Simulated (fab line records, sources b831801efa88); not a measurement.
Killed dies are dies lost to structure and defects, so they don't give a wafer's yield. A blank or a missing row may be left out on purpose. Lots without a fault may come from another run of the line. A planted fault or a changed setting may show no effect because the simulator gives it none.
One fault seen from 2 desks | flow gf180mcu | each desk has only its own numbers; what lay behind them comes last

THE METROLOGY DESK
What the gauges read, lot by lot, whatever tool the lot ran on: means of the sampled wafers that have a number. A lot is out of limits, marked OUT, if its mean lies more than 4 standard deviations from the usual mean; the brackets give that distance.
Columns: A = cd_nm at GF_POLY_GATE_CD_MEAS_18, usual 279.4 nm; B = HV_LDD_4_TW at GF_HV_LDD_TW_MEAS_50, usual 572; C = HV_LDD_RS at GF_HV_LDD_RS_MEAS_53, usual 419.0 ohm/sq
lot  | first seen here | A     | B   | C
L134 | day 10 03:49    | 277.9 | 578 | 418.8
L138 | day 11 08:10    | 277.3 | 570 | 422.1
L139 | day 11 11:35    | 279.4 | 577 | 422.5
L143 | day 12 14:31    | 277.3 | 574 | 417.6
L144 | day 12 20:47    | 279.4 | 576 | 418.8
L145 | day 13 01:47    | 281.5 | 564 | 419.2
L148 | day 14 02:32    | 279.6 | 575 | 418.5
L149 | day 14 10:49    | 282.4 | 566 | 419.0
L150 | day 14 17:22    | 279.0 | 572 | 418.4
L151 | day 15 03:07    | 279.0 | 570 | 418.1
L152 | day 15 09:26    | 279.6 | 566 | 420.1
L154 | day 15 21:50    | 278.0 | 573 | 419.8
L155 | day 16 07:56    | 279.8 | 568 | 418.5
This desk's finding: nothing out of limits on any of the 13 lots.

THE TOOL OWNER'S DESK: implanter-02
The tool's own readings at GF_HV_LDD_IMPLANT_36: means of the sampled wafers that have a number, for each lot that ran on this tool. A lot is out of limits, marked OUT, if its mean lies more than 4 standard deviations from the usual mean; the brackets give that distance.
Columns: A = dose_ions_cm2 at GF_HV_LDD_IMPLANT_36, usual 7.498e+12; B = faraday_current_uA at GF_HV_LDD_IMPLANT_36, usual 42.2; C = rotation_deg at GF_HV_LDD_IMPLANT_36, usual 270.00 degrees
lot  | first seen here | A                   | B               | C
L134 | day 12 11:23    | 7.499e+12           | 41.6            | 269.98
L138 | day 13 19:15    | 6.566e+12 (-98) OUT | 36.4 (-6.9) OUT | 270.00
L139 | day 13 23:42    | 6.558e+12 (-99) OUT | 36.8 (-6.5) OUT | 269.95
L149 | day 17 05:51    | 7.508e+12           | 42.4            | 270.00
L151 | day 17 23:43    | 7.501e+12           | 43.4            | 269.97
L154 | day 18 22:07    | 7.515e+12           | 42.4            | 270.02
This desk's finding: out of limits on L138, L139; first on L138, day 13 19:15 (dose_ions_cm2 at GF_HV_LDD_IMPLANT_36). In limits: L134, L149, L151, L154.

PUT TOGETHER
The tool owner's desk could have raised an alarm at day 13 19:15, on L138, L139.
The metrology desk saw nothing out of limits.
The metrology desk has L138, L139 on record, within its limits.
Of the lots named, all ran GF_HV_LDD_IMPLANT_36 on implanter-02.

WHAT THE SIMULATOR HAD PUT IN
Process parameter drift: implanter-02, from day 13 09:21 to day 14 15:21, at GF_HV_LDD_IMPLANT_36. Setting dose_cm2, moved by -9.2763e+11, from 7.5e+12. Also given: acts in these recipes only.
Lots struck among those shown: L138, L139.
Hours from the fault's start to each desk's first reading out of limits: the tool owner's desk, 10.
